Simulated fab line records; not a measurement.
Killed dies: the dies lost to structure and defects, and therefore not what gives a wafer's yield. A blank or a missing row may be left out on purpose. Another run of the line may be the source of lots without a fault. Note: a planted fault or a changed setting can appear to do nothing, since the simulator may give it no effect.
Chamber matching + flow sky130 + cmp-01 running SKY_LI_CONTACT_CMP_24: 4 sister chambers
The step polishes, stops on PSG, t overpolish 20 s, target thk 0 nm. 4 wafers are shown with their chamber, then 7 later ones without.

== WAFERS PAIRED WITH THEIR CHAMBERS ==
| wafer  | chamber | time_to_endpoint_s (s) |
|--------|---------|------------------------|
| L690.1 | 3       | 90                     |
| L700.4 | 0       | 95                     |
| L701.2 | 1       | 98                     |
| L701.5 | 2       | 98                     |

== WAFERS MISSING THEIR CHAMBER ==
| wafer  | time_to_endpoint_s (s) |
|--------|------------------------|
| L701.6 | 104                    |
| L702.1 | 100                    |
| L702.2 | 105                    |
| L702.4 | 92                     |
| L703.2 | 97                     |
| L703.3 | 100                    |
| L703.4 | 94                     |

== THE CHAMBER EACH PASSED THROUGH ==
| wafer  | from the rows above               | in truth |
|--------|-----------------------------------|----------|
| L701.6 | can't be placed: 1 or 2 or 0      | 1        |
| L702.1 | can't be placed: 1 or 2 or 0      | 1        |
| L702.2 | can't be placed: 1 or 2 or 0      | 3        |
| L702.4 | can't be placed: 3 or 0 or 1 or 2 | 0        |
| L703.2 | can't be placed: 1 or 2 or 0 or 3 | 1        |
| L703.3 | can't be placed: 1 or 2 or 0      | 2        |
| L703.4 | can't be placed: 0 or 1 or 2 or 3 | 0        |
Placed correctly: 0 of 7. From these rows, 7 cannot be placed; in 6 the true chamber is one of the candidates. Number placed wrongly: 0.
How it was worked out, from the rows above alone: a wafer's distance from a chamber is the root of the sum, over the readings, of the square of ((its reading less the chamber's mean) divided by the reading's scatter). The wafer belongs to the nearest chamber; if the next one is less than 2 further off, it can't be placed. The mean given for a chamber averages the wafers shown for that chamber. The scatter (one wafer shown for each chamber): square how far every hidden wafer sits from the nearest shown wafer, average those squares and take the square root.
